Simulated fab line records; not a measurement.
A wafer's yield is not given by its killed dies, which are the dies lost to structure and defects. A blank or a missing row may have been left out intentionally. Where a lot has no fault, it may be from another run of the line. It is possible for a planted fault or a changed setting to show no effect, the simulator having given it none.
fab line records    flow sky130    part 2 of 2: steps 37 to 47 of 47
record lots=5  wafers=15  lastDay=48
route steps=708 shown VT_ADJUST_NCORE@130 VT_ADJUST_HVTR@131 VT_ADJUST_PCH@143 SONOS_TUNNEL@154 SONOS_ONO@168
lots untouched by any fault: they come from a run of this same line in which no faults occurred
startH: start of the lot's first displayed wafer, in hours after the record's first day    waitH: hours since the lot's step before    " repeats the value in the row above    L1.1+2: several wafers, shown together as one row    - either no value or no given start    * or withheld: withheld    < > ~ a bound
route shown NAME@n: names a module that has steps shown in the file, with the first one's number in the route    usual: mean and standard deviation over wafers with no fault    same: alike in all rows    chamber/n: place in a boat    sites: per-site readings    _std_site: the standard deviation of these    _edge_site: mean of outer sites minus mean of inner sites    radiusMm: for every site, how far away it sits from the centre of the wafer    mask NAME#n: copy n    behind: the tool/chamber that last shaped the wafer    hold: the reason the lot was held/the length of the hold in hours/how it ended    device: which transistor (n, p or np) failed to switch    end of line: tests of these same wafers at the route's end    a step given without rows: its recipe and nothing more    killed: at the first sort, the dies lost to defects and structure; wafer yield is something else    map: dies across one wafer; x = killed, . = not, _ = none there
set.NAME: the run value of the setting; set.NAME@STEP: its run value at that earlier step    model.NAME: the simulator's own value behind a step, which no gauge read
lots at some steps of the route; a table a step, a row a wafer
services: when a tool's chamber went out of use (startH, in hours from the record's first day, below 0 if earlier), for how many hours, and the reason
## steps
# step SKY_SONOS_TUNNEL_TW_MEAS_12
# usual SONOS_TUNNEL_TW=197.7/1.4
lot.wafer  tool          chamber  startH  waitH  SONOS_TUNNEL_TW
L082.2     filmMetro-02  -        306.64  0.0    198.6
L082.3     "             -        "       "      199.2
L082.6     "             -        "       "      198.6
L081.1     filmMetro-03  -        308.28  0.0    198.1
L081.4     "             -        "       "      196.6
L081.6     "             -        "       "      197.6
L084.3     filmMetro-03  -        323.07  0.0    196.2
L084.5     "             -        "       "      195.3
L084.6     "             -        "       "      196.3
L089.2     filmMetro-04  -        357.75  0.0    199.0
L089.4     "             -        "       "      199.6
L089.6     "             -        "       "      198.6
L092.1     filmMetro-03  -        386.98  0.0    196.6
L092.3     "             -        "       "      194.8
L092.4     "             -        "       "      194.9
# step SKY_SONOS_TUNNEL_CLEAN_13
# recipe chemistry=dHF  timeS=20  dilution=100:1  dry=ipaMarangoni
lot.wafer   tool         chamber  startH  waitH
L082.2+3+6  wetBench-02  0        306.69  0.0
L081.1+4+6  wetBench-02  3        308.34  0.1
L084.3+5+6  wetBench-03  0        323.11  0.0
L089.2+4+6  wetBench-03  0        357.80  0.0
L092.1+3+4  wetBench-02  2        387.04  0.1
# step SKY_SONOS_ONO_OXIDATION_00
# recipe tempC=800  ambient=O2  idleTempC=700  rampUpCPerMin=10  rampDownCPerMin=3  stabiliseS=600  purgeS=300  targetThkA=26  oxTimeS=1249
# usual zonePowerCentrePct=16.24/0.16  zonePowerLowerPct=14.5/1.3
lot.wafer  tool        chamber  startH  waitH  zonePowerCentrePct  zonePowerLowerPct
L081.1     furnace-02  0        312.13  3.8    16.24               13.8
L081.4     "           0        "       "      16.29               13.6
L081.6     "           0        "       "      16.12               13.4
L082.2     furnace-02  0        312.13  5.4    16.42               13.7
L082.3     "           0        "       "      16.33               13.8
L082.6     "           0        "       "      16.04               13.5
L084.3     furnace-02  0        325.28  2.2    16.38               13.7
L084.5     "           0        "       "      16.26               13.4
L084.6     "           0        "       "      16.43               13.7
L089.2     furnace-02  0        359.94  2.1    16.26               13.7
L089.4     "           0        "       "      16.30               13.7
L089.6     "           0        "       "      16.16               14.0
L092.1     furnace-01  0        387.51  0.5    16.24               16.5
L092.3     "           0        "       "      16.23               16.5
L092.4     "           0        "       "      16.06               16.5
# step SKY_SONOS_ONO_THK_MEAS_01
# recipe reads=SiO2_of_SONOS_ONO_OXIDATION_00
# usual SONOS_ONO_OXIDATION_THK=2.58/0.048
lot.wafer  tool          chamber  startH  waitH  SONOS_ONO_OXIDATION_THK[nm]
L081.1     filmMetro-04  -        313.48  0.0    2.63
L081.4     "             -        "       "      2.64
L081.6     "             -        "       "      2.69
L082.2     filmMetro-02  -        313.49  0.0    2.49
L082.3     "             -        "       "      2.52
L082.6     "             -        "       "      2.52
L084.3     filmMetro-01  -        326.65  0.0    2.62
L084.5     "             -        "       "      2.58
L084.6     "             -        "       "      2.58
L089.2     filmMetro-04  -        361.30  0.0    2.56
L089.4     "             -        "       "      2.60
L089.6     "             -        "       "      2.59
L092.1     filmMetro-02  -        388.85  0.0    2.60
L092.3     "             -        "       "      2.56
L092.4     "             -        "       "      2.54
# step SKY_SONOS_ONO_CVD_02
# recipe material=Si3N4  precursor=DCS/NH3  targetThkNm=10.5  tempC=770  timeS=180  pressureMtorr=250
# usual zonePowerCentrePct=12.4/0.64  zonePowerLowerPct=14.6/0.4
lot.wafer  tool      chamber  startH  waitH  zonePowerCentrePct  zonePowerLowerPct
L081.1     lpcvd-02  1        314.15  0.7    11.7                14.1
L081.4     "         1        "       "      11.7                14.3
L081.6     "         1        "       "      11.7                14.1
L082.2     lpcvd-02  0        314.15  0.7    12.9                14.8
L082.3     "         0        "       "      12.8                14.7
L082.6     "         0        "       "      12.9                14.8
L084.3     lpcvd-02  0        326.69  0.0    13.0                14.8
L084.5     "         0        "       "      13.2                14.8
L084.6     "         0        "       "      12.9                15.0
L089.2     lpcvd-02  1        362.78  1.5    11.8                14.3
L089.4     "         1        "       "      11.9                14.1
L089.6     "         1        "       "      11.7                14.2
L092.1     lpcvd-02  0        388.91  0.1    13.2                14.9
L092.3     "         0        "       "      13.0                14.8
L092.4     "         0        "       "      12.9                14.8
# step SKY_SONOS_ONO_THK_MEAS_03
# recipe reads=Si3N4_of_SONOS_ONO_CVD_02
# usual SONOS_ONO_CVD_02_THK=10.55/0.14
lot.wafer  tool          chamber  startH  waitH  SONOS_ONO_CVD_02_THK[nm]
L081.1     filmMetro-04  -        315.20  0.0    10.56
L081.4     "             -        "       "      10.49
L081.6     "             -        "       "      10.62
L082.2     filmMetro-02  -        315.21  0.0    10.41
L082.3     "             -        "       "      10.31
L082.6     "             -        "       "      10.25
L084.3     filmMetro-04  -        327.76  0.0    10.84
L084.5     "             -        "       "      10.78
L084.6     "             -        "       "      10.70
L089.2     filmMetro-01  -        363.84  0.0    10.69
L089.4     "             -        "       "      10.50
L089.6     "             -        "       "      10.56
L092.1     filmMetro-02  -        389.96  0.0    10.62
L092.3     "             -        "       "      10.63
L092.4     "             -        "       "      10.76
# step SKY_SONOS_ONO_CVD_04
# recipe material=SiO2  precursor=SiH4/N2O  targetThkNm=5.7199  tempC=900  pressureMtorr=400
# usual zonePowerCentrePct=19.5/0.38  zonePowerLowerPct=16.18/0.14
lot.wafer  tool      chamber  startH  waitH  zonePowerCentrePct  zonePowerLowerPct
L081.1     lpcvd-03  0        315.26  0.1    18.9                16.22
L081.4     "         0        "       "      19.2                16.25
L081.6     "         0        "       "      19.4                16.18
L082.2     lpcvd-03  1        315.26  0.0    19.3                15.98
L082.3     "         1        "       "      19.6                16.00
L082.6     "         1        "       "      19.5                15.88
L084.3     lpcvd-03  0        328.52  0.7    19.1                16.06
L084.5     "         0        "       "      18.9                16.15
L084.6     "         0        "       "      19.1                16.03
L089.2     lpcvd-03  1        363.89  0.0    20.1                16.21
L089.4     "         1        "       "      19.6                16.28
L089.6     "         1        "       "      20.0                16.11
L092.1     lpcvd-03  0        390.02  0.1    18.9                16.09
L092.3     "         0        "       "      18.8                16.09
L092.4     "         0        "       "      19.1                16.10
# step SKY_SONOS_ONO_THK_MEAS_05
# recipe reads=SiO2_of_SONOS_ONO_CVD_04
# usual SONOS_ONO_CVD_04_THK=5.70/0.09
lot.wafer  tool          chamber  startH  waitH  SONOS_ONO_CVD_04_THK[nm]
L081.1     filmMetro-02  -        317.13  0.0    5.71
L081.4     "             -        "       "      5.74
L081.6     "             -        "       "      5.57
L082.2     filmMetro-04  -        317.14  0.0    5.77
L082.3     "             -        "       "      5.75
L082.6     "             -        "       "      5.80
L084.3     filmMetro-04  -        330.41  0.0    5.79
L084.5     "             -        "       "      5.79
L084.6     "             -        "       "      5.72
L089.2     filmMetro-02  -        365.15  0.0    5.64
L089.4     "             -        "       "      5.60
L089.6     "             -        "       "      5.71
L092.1     filmMetro-02  -        391.27  0.0    5.66
L092.3     "             -        "       "      5.75
L092.4     "             -        "       "      5.81
# step SKY_SONOS_ONO_DEHYDRATE_06
# recipe tempC=200  timeS=60
lot.wafer   tool           chamber  startH  waitH
L082.2+3+6  lithoTrack-04  0        330.04  12.9
L081.1+4+6  lithoTrack-02  0        330.17  13.0
L084.3+5+6  lithoTrack-04  0        342.36  11.9
L089.2+4+6  lithoTrack-02  0        378.30  13.1
L092.1+3+4  lithoTrack-01  0        404.75  13.5
# step SKY_SONOS_ONO_HMDS_07
# recipe primeTimeS=60  primeTempC=120
lot.wafer   tool           chamber  startH  waitH
L082.2+3+6  lithoTrack-04  0        330.19  0.1
L081.1+4+6  lithoTrack-02  0        330.32  0.1
L084.3+5+6  lithoTrack-04  0        342.51  0.1
L089.2+4+6  lithoTrack-02  0        378.45  0.1
L092.1+3+4  lithoTrack-01  0        404.90  0.1
# step SKY_SONOS_ONO_COAT_08
# recipe resist=NOVOLAK  spinRpm=3000  resistThkNm=1140
lot.wafer   tool           chamber  startH  waitH
L082.2+3+6  lithoTrack-04  0        330.34  0.1
L081.1+4+6  lithoTrack-02  0        330.47  0.1
L084.3+5+6  lithoTrack-04  0        342.66  0.1
L089.2+4+6  lithoTrack-02  0        378.60  0.1
L092.1+3+4  lithoTrack-01  0        405.05  0.1
## services
tool             chamber  startH  hours  kind
implanter-01     -        226.56  8.4    repair
implanter-02     -        229.01  5.2    pm
implanter-04     -        236.87  34.9   repair
implanter-04     -        237.35  1.1    repair
wetBench-03      -        256.38  1.8    repair
lpcvd-02         -        257.71  6.0    pm
plasmaAsher-01   -        260.79  1.0    repair
implanter-04     -        271.80  12.9   pm
lpcvd-02         -        277.40  22.1   repair
ilineStepper-02  -        281.65  1.7    pm
implanter-04     -        284.65  4.5    pm
implanter-03     -        301.70  8.8    repair
plasmaAsher-01   -        310.17  1.4    repair
implanter-03     -        318.38  3.7    repair
implanter-03     -        329.16  3.5    pm
furnace-02       -        332.07  3.5    pm
plasmaAsher-03   -        339.92  1.3    repair
implanter-03     -        345.85  4.9    pm
implanter-04     -        349.35  1.7    repair
furnace-02       -        350.83  3.3    pm
plasmaAsher-01   -        357.12  2.0    repair
plasmaAsher-01   -        365.28  0.6    repair
implanter-04     -        374.71  3.6    pm
plasmaAsher-02   -        376.96  10.0   repair
